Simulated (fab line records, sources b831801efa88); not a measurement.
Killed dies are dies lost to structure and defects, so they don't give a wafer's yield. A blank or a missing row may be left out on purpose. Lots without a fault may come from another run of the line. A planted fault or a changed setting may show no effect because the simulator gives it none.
Which tool did it? | flow gf180mcu | 12 lots, 36 wafers sampled, at 2 steps of a route of 602

WHAT THE GAUGES READ, wafer by wafer
GF_STI_THK_MEAS_24.
lot  | measured    | on            | STI_CVD_23_THK (nm)
L426 | day 2 10:31 | film_metro-02 | 649 643 649
L427 | day 2 10:31 | film_metro-04 | 642 648 639
L428 | day 2 18:38 | film_metro-03 | 656 651 647
L429 | day 3 02:39 | film_metro-04 | 645 646 654
L430 | day 3 02:39 | film_metro-03 | 638 643 648
L431 | day 3 09:19 | film_metro-03 | 644 646 649
L434 | day 3 21:31 | film_metro-02 | 810 807 653
L437 | day 4 12:10 | film_metro-03 | 806 652 652
L444 | day 6 09:42 | film_metro-04 | 641 642 648
L446 | day 6 19:31 | film_metro-03 | 645 634 640
L448 | day 7 05:10 | film_metro-03 | 652 641 644
L449 | day 7 13:26 | film_metro-03 | 641 642 645

WHICH TOOL RAN EACH LOT (tool, then ch and the chambers of the sampled wafers, then the start)
lot  | GF_STI_CVD_23
L426 | hdpcvd-01 ch 0,1, day 2 10:24
L427 | hdpcvd-02 ch 0,1,2, day 2 10:26
L428 | hdpcvd-02 ch 0,2, day 2 18:34
L429 | hdpcvd-02 ch 0,2, day 3 02:34
L430 | hdpcvd-01 ch 0,1, day 3 02:34
L431 | hdpcvd-01 ch 0,1,2, day 3 09:14
L434 | hdpcvd-01 ch 0,2, day 3 21:25
L437 | hdpcvd-01 ch 0,1,2, day 4 12:04
L444 | hdpcvd-02 ch 1,2, day 6 09:37
L446 | hdpcvd-01 ch 0,1, day 6 19:26
L448 | hdpcvd-01 ch 1,2, day 7 05:06
L449 | hdpcvd-01 ch 0,1,2, day 7 13:22
- GF_STI_CVD_23: deposits SiO2, target thk 650 nm, time 108.3 s.

WHAT THE TOOLS THEMSELVES READ (means of the sampled wafers that have a number; where no wafer has one, the mark that the record gives instead)
The record holds no such reading with a usual standard deviation.

THE ANSWER, worked out from the rows above alone
Rule: what is usual is taken from the lots themselves. Put in order of their means at a reading, lots are off if they are a third of the lots or fewer, leave a main group of 4 or more, and stand apart from it by a gap of 3 or more times the standard deviation of the main group's means; of several such gaps the widest counts. A main group whose means are all the same, to the digits that the tables above print for the reading, isn't used. A lot without any number at a reading at which 4 lots or more have one is off too. The other lots that the step has rows for count as sound. The gauges are gone through in route order, then the tools' own readings, and for those a lot's mean is taken as printed above. The first step at which some lot is off is used, and at that step the reading that is off furthest; a lot without a number counts as furthest.
Off: L434, L437, at GF_STI_THK_MEAS_24 (STI_CVD_23_THK). The main group: mean 645 nm, standard deviation 3.2.
A tool fits if, at a process step before that reading, it ran every lot that is off, and no sound lot after the first of them. The gauges at GF_STI_THK_MEAS_24 are tried like those tools. None of those tried fits.

WHAT THE SIMULATOR HAD PUT IN
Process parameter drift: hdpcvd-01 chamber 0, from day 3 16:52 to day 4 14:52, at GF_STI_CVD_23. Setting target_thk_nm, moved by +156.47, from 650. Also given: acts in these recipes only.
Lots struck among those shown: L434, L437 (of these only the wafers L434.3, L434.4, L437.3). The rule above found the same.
